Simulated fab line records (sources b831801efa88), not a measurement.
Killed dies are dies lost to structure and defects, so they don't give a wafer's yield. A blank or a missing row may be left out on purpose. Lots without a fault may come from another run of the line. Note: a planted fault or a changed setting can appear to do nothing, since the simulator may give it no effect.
Comparing a struck lot with a sound one | flow sky130 | 15 steps out of a route of 708
Sound: wafers L493.3, L493.4, L493.6. The struck wafers were L496.1, L496.3, L496.4. The cause comes at the end.
At each step with rows: each side's tool, then ch and its chambers, then its first start. Under that, the readings that differ: sound wafers | struck wafers | difference of the means | sigmas: that difference in standard deviations of wafers without a fault.
alike: same words and numbers on both sides, and readings whose means sit less than 2 such deviations apart. not compared: any withheld reading, any reading some wafer has no value for, any bound like >300 that may hide the same value, and any number with overlapping values for which the record gives no deviation.
The two part at a step that has a row with sigmas, a row that says differs or no value, or rows on one side only. Numbers that have no deviation but don't overlap get no sigmas and don't part them. Lack of a reading on every wafer of one side parts them only where that side has two or more wafers.

SKY_METAL3_ETCH_16: etches BARC in N2/H2, stops on SiO2, time 88.2 s, target depth 60 nm.
  sound on rie_metal-01 ch 0,1, day 38 08:19; struck on rie_metal-02 ch 0,1, day 39 08:28
  alike: drypump_motor_current_A, oes_product_au, rf_fwd_power_W, throttle_valve_pct
  not compared: rf_hours_counter_h
SKY_METAL3_ETCH_17: etches SiO2 in C4F8/O2/Ar, stops on TiN, time 3.9 s, target depth 15 nm.
  sound on rie_diel-04 ch 0,3, day 38 08:25; struck on rie_diel-03 ch 0,2,3, day 39 08:34
  alike: oes_product_au, rf_fwd_power_W
  not compared: rf_hours_counter_h
SKY_METAL3_METAL_ETCH_18: etches the open film in Cl2/BCl3, stops on SiO2, target depth 845 nm, time 183.1 s.
  sound on rie_metal-03 ch 0,1, day 38 08:29; struck on rie_metal-01 ch 0,1, day 39 08:35
  alike: bcl3_flow_sccm, drypump_motor_current_A, oes_product_au, rf_fwd_power_W, throttle_valve_pct
  not compared: rf_hours_counter_h
SKY_METAL3_STRIP_19: strips in O2/N2.
  sound on plasma_asher-04 ch 0,1, day 38 08:38; struck on plasma_asher-03 ch 0,1, day 39 08:46
  alike: drypump_motor_current_A, oes_product_au, strip_time_to_endpoint_s
  not compared: rf_hours_counter_h
then, 4 steps without rows for these wafers: SKY_METAL3_STRIP_20 (strips in post etch residue remover, time 1200 s); SKY_METAL3_CLEAN_21 (cleans in IPA, time 180 s); SKY_METAL3_CLEAN_22 (cleans in O3/DIW); SKY_VIA3_HDPCVD_00 (deposits SiO2, target thk 1635 nm, time 272.5 s).
SKY_VIA3_THK_MEAS_01:
  sound: film_metro-01 at day 38 09:23; struck: film_metro-02 at day 39 09:34
  alike: VIA3_HDPCVD_THK
SKY_VIA3_CMP_02: polishes SiO2.
  sound on cmp-02 ch 1,3, day 38 09:28; struck on cmp-01 ch 0,1,3, day 39 09:37
  alike: motor_current_A
SKY_VIA3_BOW_MEAS_03:
  sound: film_metro-01 at day 38 09:46; struck: film_metro-04 at day 39 09:55
  alike: VIA3_BOW
then, 1 step without rows for these wafers: SKY_VIA3_DEHYDRATE_04 (time 60 s).
SKY_VIA3_HMDS_05: prime time 60 s.
  sound on litho_track-03 ch 0, day 38 21:53; struck on litho_track-03 ch 0, day 39 22:20
  reading          | sound                | struck               | difference | sigmas
  prime_temp_c (C) | 120.08 120.06 120.07 | 124.79 124.62 124.80 | +4.67      | +31
then, 1 step without rows for these wafers: SKY_VIA3_COAT_06 (resist thk 60 nm).
-- the record jumps here: 7 days lie between the struck wafers' starts before and after (it left off in module VIA3 and takes up again in module PAD_OPEN, whose first step shown is number 708 of the route) --
SKY_PAD_OPEN_PROBE_99:
  sound: prober-01 at day 45 15:58; struck: prober-02 at day 46 12:03
  alike: defect_limited_yield, killed_at_M0_to_M3, killed_at_M4_up, killed_at_contacts, killed_at_front_end, killed_at_other, killed_dies, killed_open, killed_short, sort_bin_3_pad_short, sort_bin_5_function, sort_bin_6_memory, sort_n_pass, sort_yield_pct

WHERE THEY PART
Only at SKY_VIA3_HMDS_05, as far as this record shows. Later steps at which nothing parts them and some readings are alike: SKY_PAD_OPEN_PROBE_99.

WHY: the cause the simulator had injected
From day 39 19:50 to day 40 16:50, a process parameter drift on litho_track-03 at SKY_VIA3_HMDS_05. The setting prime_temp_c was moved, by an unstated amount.
